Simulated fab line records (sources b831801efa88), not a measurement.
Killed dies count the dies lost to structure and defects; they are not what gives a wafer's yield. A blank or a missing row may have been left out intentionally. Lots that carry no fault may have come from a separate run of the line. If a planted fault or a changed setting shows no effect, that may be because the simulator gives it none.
Chamber matching	flow gf180mcu	GF_CONTACT_CVD_02 on pecvd-04 has 3 sister chambers
The step deposits SiO2 from TEOS, target thk 860 nm, time 95.992 s. 14 wafers are shown with their chamber, then 6 later ones without.

## EACH WAFER AND ITS CHAMBER
wafer	chamber	heater-power-w (W)
L653.2	1	623
L653.5	2	703
L656.1	0	634
L656.5	1	662
L656.6	0	661
L664.1	1	665
L664.5	0	608
L664.6	1	596
L665.3	0	684
L665.4	0	542
L665.5	1	680
L669.2	2	709
L669.3	1	654
L669.4	2	725

SIGNATURES (averages over the wafers above)
reading	chamber 0	chamber 1	chamber 2	scatter within a chamber
heater-power-w	625.80	646.67	712.33	39.5
Rule: distance of a wafer from a chamber = root of the sum over the readings of ((wafer's reading minus chamber's mean) / reading's scatter) squared. If the next closest chamber is less than 2 further off than the closest, the wafer can't be placed; otherwise it belongs to the closest. The scatter: take each reading less its chamber's mean, square it, sum over the shown wafers, divide by the number of wafers less the number of chambers, and take the root.

## WAFERS MISSING THEIR CHAMBER
wafer	heater-power-w (W)
L671.2	715
L671.3	569
L671.5	740
L672.3	653
L672.4	599
L672.5	708

## WHICH CHAMBER EACH WENT THROUGH
wafer	from the rows above	in truth
L671.2	can't be placed: 2 or 1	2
L671.3	can't be placed: 0 or 1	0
L671.5	can't be placed: 2 or 1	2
L672.3	can't be placed: 1 or 0 or 2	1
L672.4	can't be placed: 0 or 1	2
L672.5	can't be placed: 2 or 1 or 0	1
Correct placement for 0 of the 6. Can't be placed from these rows: 6 (the true chamber is among the candidates in 5). Placed wrongly: 0.
